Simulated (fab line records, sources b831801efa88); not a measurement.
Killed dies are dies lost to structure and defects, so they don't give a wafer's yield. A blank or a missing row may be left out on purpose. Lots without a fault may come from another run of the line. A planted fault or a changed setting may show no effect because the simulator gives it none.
Chamber matching | flow sky130 | SKY_VIA2_CMP_02 on cmp-01: 4 sister chambers
The step polishes SiO2. 8 wafers are shown with their chamber, then 8 later ones without.

WAFERS WITH THEIR CHAMBER
wafer  | chamber | motor_current_A (A)
L553.5 | 0       | 12.0
L558.5 | 2       | 11.1
L563.2 | 2       | 11.0
L563.5 | 3       | 11.7
L564.1 | 3       | 11.7
L564.4 | 1       | 11.2
L564.5 | 1       | 11.0
L569.1 | 0       | 13.0

WAFERS WITHOUT THEIR CHAMBER
wafer  | motor_current_A (A)
L569.5 | 12.2
L569.6 | 11.4
L568.1 | 12.3
L568.2 | 10.9
L568.6 | 12.6
L571.1 | 11.7
L571.3 | 10.9
L571.4 | 10.5

WHICH CHAMBER EACH WENT THROUGH
wafer  | from the rows above          | in truth
L569.5 | can't be placed: 0 or 3      | 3
L569.6 | can't be placed: 3 or 1 or 2 | 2
L568.1 | can't be placed: 0 or 3      | 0
L568.2 | can't be placed: 2 or 1 or 3 | 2
L568.6 | 0                            | 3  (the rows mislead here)
L571.1 | can't be placed: 3 or 1 or 2 | 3
L571.3 | can't be placed: 2 or 1 or 3 | 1
L571.4 | can't be placed: 2 or 1 or 3 | 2
Placed correctly: 0 of 8. Can't be placed from these rows: 7 (the true chamber is among the candidates in 7). Placed wrongly: 1.
How it was worked out, from the rows above alone: a wafer's distance from a chamber is the root of the sum, over the readings, of the square of ((its reading less the chamber's mean) divided by the reading's scatter). The wafer belongs to the nearest chamber; if the next one is less than 2 further off, it can't be placed. A chamber's mean is the mean of its shown wafers. The scatter: the root of (the sum of the squares of (reading less its chamber's mean) over the shown wafers, divided by (wafers less chambers)).
